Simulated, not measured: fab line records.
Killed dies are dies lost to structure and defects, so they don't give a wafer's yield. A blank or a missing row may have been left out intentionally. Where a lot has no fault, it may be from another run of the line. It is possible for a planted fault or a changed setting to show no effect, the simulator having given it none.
Struck lot and sound lot, side by side | flow gf180mcu | 18 steps out of a route of 602
Sound: the wafers L807.2, L807.4, L807.6. Struck: wafers L819.1, L819.4, L819.6. The cause is given at the end.
At each step with rows: each side's tool, then ch and its chambers, then its first start. Under that, the readings that differ: sound wafers | struck wafers | difference of the means | sigmas: that difference in standard deviations of wafers without a fault.
alike: words and numbers the same on both sides, and readings whose means are apart by under 2 such deviations; not compared: readings that were withheld, readings missing a value for some wafer, numbers with overlapping values and no deviation given by the record, and bounds like >300 which may hide the same value.
Wherever a step has rows on one side only, a row that says differs or no value, or a row with sigmas, the two part there. Numbers that don't overlap but have no deviation are shown without sigmas and don't part them. Lack of a reading on every wafer of one side parts them only where that side has two or more wafers.

first, 3 steps without rows for these wafers: GF_V1_EXPOSE_11 (exposes mask Via1, target cd 260 nm); GF_V1_PEB_12 (peb time 90 s); GF_V1_DEVELOP_13 (develop time 60 s).
GF_V1_CD_MEAS_14: the cd target is 260 nm.
  struck on cd-sem-02, day 22 12:59; sound on cd-sem-02, day 18 11:56
  alike: cd-nm
GF_V1_OVL_MEAS_15:
  struck on overlay-02, day 22 13:07; sound on overlay-01, day 18 12:03
  alike: V1_OVL
GF_V1_ETCH_16: etches BARC in N2/H2.
  sound on rie-diel-04 ch 0,3, day 18 12:05; struck on rie-diel-01 ch 2,3, day 22 13:09
  alike: bias-w, drypump-motor-current-A, oes-product-au, throttle-valve-pct
GF_V1_ETCH_17: etches SiO2 in C4F8/O2/Ar, stops on TiN, target depth 630 nm.
  sound: rie-diel-04 ch 0,3; struck: rie-diel-01 ch 2,3
  alike: bias-w, oes-product-au
then, 3 steps without rows for these wafers: GF_V1_STRIP_18 (strips in O2/N2); GF_V1_STRIP_19 (strips in post etch residue remover, time 1200 s); GF_V1_CLEAN_20 (cleans in DIW).
GF_V1_SPUTTER_21: material Ti, target thk 15 nm, time 80.02 s.
  struck on pvd-sputter-02, day 22 13:59; sound on pvd-sputter-02, day 18 12:45
  alike: throttle-valve-pct
GF_V1_SPUTTER_22: material TiN, target thk 10 nm, time 40 s.
  struck on pvd-sputter-02, day 22 14:03; sound on pvd-sputter-02, day 18 12:49
  alike: throttle-valve-pct
GF_V1_CVD_23: deposits W, target thk 350 nm, time 105.05 s.
  sound on cvd-w-02 ch 0,1, day 18 12:51; struck on cvd-w-01 ch 0, day 22 14:05
  reading                          | sound             | struck            | difference | sigmas
  model.W_of_V1_CVD_23.thk-nm (nm) | 343.9 348.3 348.5 | 561.6 562.3 560.8 | +214.7     |
  alike: heater-power-w
GF_V1_RS_MEAS_24: measurement is done with a four-point probe.
  struck on film-metro-02, day 22 14:43; sound on film-metro-02, day 18 12:59
  reading          | sound             | struck            | difference | sigmas
  V1_W_RS (ohm/sq) | 0.333 0.329 0.329 | 0.203 0.203 0.203 | -0.127     | -27
  not compared: hold
GF_V1_THK_MEAS_25: measures by xrf.
  struck on film-metro-02, day 22 23:55; sound on film-metro-02, day 18 13:05
  reading       | sound       | struck | difference                    | sigmas
  V1_W_THK (nm) | 346 349 349 | - - -  | no value on the struck wafers |
  not compared: hold
GF_V1_CMP_26: polishes, stops on SiO2, t overpolish 15 s, target thk 0 nm.
  sound on cmp-02 ch 1,3, day 18 13:11; struck on cmp-02 ch 1,3, day 23 04:52
  reading                | sound    | struck                                                                     | difference                   | sigmas
  hold                   | - - -    | await-dispo/4.9h/release await-dispo/4.9h/release await-dispo/4.9h/release | no value on the sound wafers |
  time-to-endpoint-s (s) | 91 84 82 | 128 140 130                                                                | +47                          | +10
  alike: edge-zone-pressure-frac, motor-current-A
GF_M2_SPUTTER_00: material Ti, target thk 37.5 nm, time 150 s.
  struck on pvd-sputter-03, day 23 05:11; sound on pvd-sputter-04, day 18 13:26
  alike: throttle-valve-pct
following that, these wafers have no rows for 1 step: GF_PASSIVATION_PROBE_99.

## WHERE THEY PART
Last at GF_V1_CMP_26 as far as this record goes, first at GF_V1_RS_MEAS_24. Later steps at which nothing parts them and some readings are alike: GF_M2_SPUTTER_00.

WHY: what had been put in by the simulator
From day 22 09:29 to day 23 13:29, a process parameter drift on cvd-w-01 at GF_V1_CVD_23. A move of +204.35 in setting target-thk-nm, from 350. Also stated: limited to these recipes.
